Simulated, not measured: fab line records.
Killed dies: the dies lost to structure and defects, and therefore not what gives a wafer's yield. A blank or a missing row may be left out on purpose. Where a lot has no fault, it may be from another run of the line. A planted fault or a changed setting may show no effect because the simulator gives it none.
Matching of chambers || flow gf180mcu || GF_SAB_ETCH_11 on rie_diel-03: 4 sister chambers
The step etches SiO2 in C4F8/O2/Ar, target depth 55 nm, time 8.5 s. 14 wafers are shown with their chamber, then 7 later ones without.

WAFERS WITH THEIR CHAMBER
{"wafer": "L545.1", "chamber": 2, "oes_product_au (a.u.)": 0.988}
{"wafer": "L545.4", "chamber": 3, "oes_product_au (a.u.)": 1.006}
{"wafer": "L545.5", "chamber": 0, "oes_product_au (a.u.)": 1.007}
{"wafer": "L546.1", "chamber": 2, "oes_product_au (a.u.)": 0.998}
{"wafer": "L546.2", "chamber": 3, "oes_product_au (a.u.)": 1.002}
{"wafer": "L546.5", "chamber": 2, "oes_product_au (a.u.)": 0.985}
{"wafer": "L551.3", "chamber": 1, "oes_product_au (a.u.)": 1.002}
{"wafer": "L551.4", "chamber": 0, "oes_product_au (a.u.)": 1.005}
{"wafer": "L551.5", "chamber": 0, "oes_product_au (a.u.)": 1.009}
{"wafer": "L552.1", "chamber": 1, "oes_product_au (a.u.)": 0.996}
{"wafer": "L552.2", "chamber": 3, "oes_product_au (a.u.)": 1.004}
{"wafer": "L552.5", "chamber": 2, "oes_product_au (a.u.)": 0.973}
{"wafer": "L553.3", "chamber": 1, "oes_product_au (a.u.)": 0.996}
{"wafer": "L553.4", "chamber": 2, "oes_product_au (a.u.)": 0.995}

SIGNATURES, as means of the wafers listed above
{"reading": "oes_product_au", "chamber 0": 1.00700, "chamber 1": 0.99800, "chamber 2": 0.98780, "chamber 3": 1.00400, "scatter within a chamber": 0.0065}
Rule: distance of a wafer from a chamber = root of the sum over the readings of ((wafer's reading minus chamber's mean) / reading's scatter) squared. If the next closest chamber is less than 2 further off than the closest, the wafer can't be placed; otherwise it belongs to the closest. The scatter: take each reading less its chamber's mean, square it, sum over the shown wafers, divide by the number of wafers less the number of chambers, and take the root.

WAFERS WITHOUT THEIR CHAMBER
{"wafer": "L553.5", "oes_product_au (a.u.)": 1.011}
{"wafer": "L566.3", "oes_product_au (a.u.)": 0.995}
{"wafer": "L566.4", "oes_product_au (a.u.)": 1.002}
{"wafer": "L566.6", "oes_product_au (a.u.)": 1.002}
{"wafer": "L567.2", "oes_product_au (a.u.)": 1.008}
{"wafer": "L567.3", "oes_product_au (a.u.)": 1.009}
{"wafer": "L567.4", "oes_product_au (a.u.)": 0.996}

WHICH CHAMBER EACH ONE RAN IN
{"wafer": "L553.5", "from the rows above": "can't be placed: 0 or 3 or 1", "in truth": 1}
{"wafer": "L566.3", "from the rows above": "can't be placed: 1 or 2 or 3 or 0", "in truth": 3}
{"wafer": "L566.4", "from the rows above": "can't be placed: 3 or 1 or 0 or 2", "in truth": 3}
{"wafer": "L566.6", "from the rows above": "can't be placed: 3 or 1 or 0 or 2", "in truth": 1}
{"wafer": "L567.2", "from the rows above": "can't be placed: 0 or 3 or 1", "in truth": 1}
{"wafer": "L567.3", "from the rows above": "can't be placed: 0 or 3 or 1", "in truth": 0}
{"wafer": "L567.4", "from the rows above": "can't be placed: 1 or 3 or 2 or 0", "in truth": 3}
Correct placement for 0 of the 7. Not placeable from these rows: 7 (in 7, the candidates include the true chamber). Placed wrongly: 0.
